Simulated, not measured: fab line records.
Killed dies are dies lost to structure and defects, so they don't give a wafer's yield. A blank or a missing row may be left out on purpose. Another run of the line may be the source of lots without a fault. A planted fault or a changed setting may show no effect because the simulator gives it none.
Which tool was responsible? | flow sky130 | 42 wafers from 14 lots sampled at 4 of the route's 708 steps

WHAT EACH GAUGE READ, for each wafer
SKY_VIA4_BOW_MEAS_03. Usual: VIA4_BOW typically reads 78 um, with standard deviation 7.8.
lot  | measured     | on           | VIA4_BOW (um) | flag
L388 | day 41 23:01 | filmMetro-04 | 77 70 69      | 
L387 | day 42 03:23 | filmMetro-01 | 80 85 78      | 
L389 | day 42 12:28 | filmMetro-04 | 87 76 74      | 
L394 | day 43 22:19 | filmMetro-04 | 82 79 69      | 
L392 | day 43 22:50 | filmMetro-01 | 68 79 75      | 
L393 | day 43 23:19 | filmMetro-04 | 73 84 60      | 
L395 | day 44 04:17 | filmMetro-01 | 83 77 85      | 
L400 | day 45 21:35 | filmMetro-04 | 79 62 71      | 
L401 | day 45 22:23 | filmMetro-03 | 92 77 77      | 
L402 | day 45 23:40 | filmMetro-01 | 78 74 79      | 
L407 | day 47 05:28 | filmMetro-03 | 79 75 80      | 
L408 | day 47 08:58 | filmMetro-03 | 81 71 73      | 
L409 | day 47 19:23 | filmMetro-04 | 71 67 78      | 
L410 | day 47 22:19 | filmMetro-04 | 90 99 92      | 

SKY_VIA4_THK_MEAS_20: measures by xrf. Usual: VIA4_W_THK typically reads 505 nm, with standard deviation 5.6.
lot  | measured     | on           | VIA4_W_THK (nm) | flag
L388 | day 42 23:02 | filmMetro-01 | 501 514 508     | 
L387 | day 43 03:51 | filmMetro-03 | 510 506 505     | 
L389 | day 43 11:59 | filmMetro-04 | 513 514 504     | 
L394 | day 44 20:45 | filmMetro-03 | 502 499 510     | 
L392 | day 44 21:52 | filmMetro-03 | 500 498 502     | 
L393 | day 44 22:02 | filmMetro-04 | 508 501 502     | 
L395 | day 45 01:32 | filmMetro-04 | 510 512 513     | 
L400 | day 46 19:16 | filmMetro-01 | 513 507 503     | 
L401 | day 46 19:50 | filmMetro-03 | 497 500 496     | 
L402 | day 46 21:08 | filmMetro-01 | 510 505 506     | 
L407 | day 48 00:53 | filmMetro-03 | 516 505 507     | 
L408 | day 48 03:53 | filmMetro-04 | 513 503 501     | 
L409 | day 48 14:29 | filmMetro-04 | 507 511 508     | 
L410 | day 48 18:19 | filmMetro-04 | 515 507 501     | 

SKY_PAD_OPEN_BOW_MEAS_13. Usual: PAD_OPEN_BOW typically reads 45 um, with standard deviation 8.1.
lot  | measured     | on           | PAD_OPEN_BOW (um) | flag
L388 | day 45 21:08 | filmMetro-04 | 43 32 33          | 
L387 | day 46 01:13 | filmMetro-02 | 59 61 55          | 
L389 | day 46 15:18 | filmMetro-04 | 54 43 42          | 
L394 | day 47 16:16 | filmMetro-01 | 49 47 38          | 
L392 | day 47 17:11 | filmMetro-02 | 38 47 42          | 
L393 | day 47 17:49 | filmMetro-01 | 39 50 25          | 
L395 | day 47 21:03 | filmMetro-04 | 49 41 50          | 
L400 | day 49 08:02 | filmMetro-02 | 42 28 36          | 
L401 | day 49 08:50 | filmMetro-02 | 56 41 40          | 
L402 | day 49 09:38 | filmMetro-04 | 45 41 48          | 
L407 | day 50 09:09 | filmMetro-02 | 45 37 45          | 
L408 | day 50 11:41 | filmMetro-04 | 46 37 40          | 
L409 | day 50 20:22 | filmMetro-02 | 41 38 48          | 
L410 | day 51 00:25 | filmMetro-01 | 56 65 60          | 

WHAT TOOL EACH LOT RAN ON (gives the tool, then ch and the chambers of the sampled wafers, and finally the start)
lot  | SKY_PAD_OPEN_EXPOSE_04
L388 | ilineStepper-02 ch 0, day 45 07:14
L387 | ilineStepper-01 ch 0, day 45 13:47
L389 | ilineStepper-01 ch 0, day 46 01:16
L394 | ilineStepper-02 ch 0, day 47 02:47
L392 | ilineStepper-02 ch 0, day 47 04:06
L393 | ilineStepper-02 ch 0, day 47 04:43
L395 | ilineStepper-02 ch 0, day 47 09:52
L400 | ilineStepper-02, day 48 20:08
L401 | ilineStepper-01, day 48 20:40
L402 | ilineStepper-01 ch 0, day 48 21:28
L407 | ilineStepper-01 ch 0, day 49 23:22
L408 | ilineStepper-02 ch 0, day 50 02:08
L409 | ilineStepper-02 ch 0, day 50 09:52
L410 | ilineStepper-02 ch 0, day 50 13:56
- SKY_PAD_OPEN_EXPOSE_04: exposes mask PDM, target cd 60000 nm.

AS READ BY THE TOOLS THEMSELVES (means over the sampled wafers that have a number; for cases with no such wafer, the mark the record gives instead)
SKY_PAD_OPEN_EXPOSE_04. Usual: exposureDoseMJCm2 254.78, standard deviation 0.25; focusOffsetNm 0.0 nm, standard deviation 0.48.
lot  | tool            | exposureDoseMJCm2 | focusOffsetNm (nm) | flag
L388 | ilineStepper-02 | 254.58            | 0.1                | 
L387 | ilineStepper-01 | 254.87            | -0.2               | 
L389 | ilineStepper-01 | 254.64            | 0.5                | 
L394 | ilineStepper-02 | 254.51            | 0.1                | 
L392 | ilineStepper-02 | 255.03            | -0.2               | 
L393 | ilineStepper-02 | 254.95            | -0.1               | 
L395 | ilineStepper-02 | 254.82            | 0.1                | 
L400 | ilineStepper-02 | -                 | -                  | OFF
L401 | ilineStepper-01 | -                 | -                  | OFF
L402 | ilineStepper-01 | 254.64            | 0.4                | 
L407 | ilineStepper-01 | 254.77            | -0.2               | 
L408 | ilineStepper-02 | 254.49            | -0.2               | 
L409 | ilineStepper-02 | 255.04            | 0.6                | 
L410 | ilineStepper-02 | 254.88            | -0.2               | 

THE ANSWER, worked out from the rows above alone
Rule: take the mean of a lot's wafers that have a number; if it is more than 3 standard deviations from the usual mean, the lot is off. A lot without any number at a reading at which 4 lots or more have one is off too. Where the step has rows for the other lots, those lots are counted as sound. After the gauges, taken in route order, come the tools' own readings; for these a lot's mean is taken, as printed above. At the first step where some lot is off, the reading lying furthest off is the one used; lots without a number count as furthest.
Off: L400, L401, at SKY_PAD_OPEN_EXPOSE_04 (exposureDoseMJCm2). Without a number there: L400, L401.
A tool fits if, at that step or a process step before it, it ran every lot that is off, and no sound lot after the first of them. No candidate that was tried fits.

WHAT HAD BEEN PUT IN BY THE SIMULATOR
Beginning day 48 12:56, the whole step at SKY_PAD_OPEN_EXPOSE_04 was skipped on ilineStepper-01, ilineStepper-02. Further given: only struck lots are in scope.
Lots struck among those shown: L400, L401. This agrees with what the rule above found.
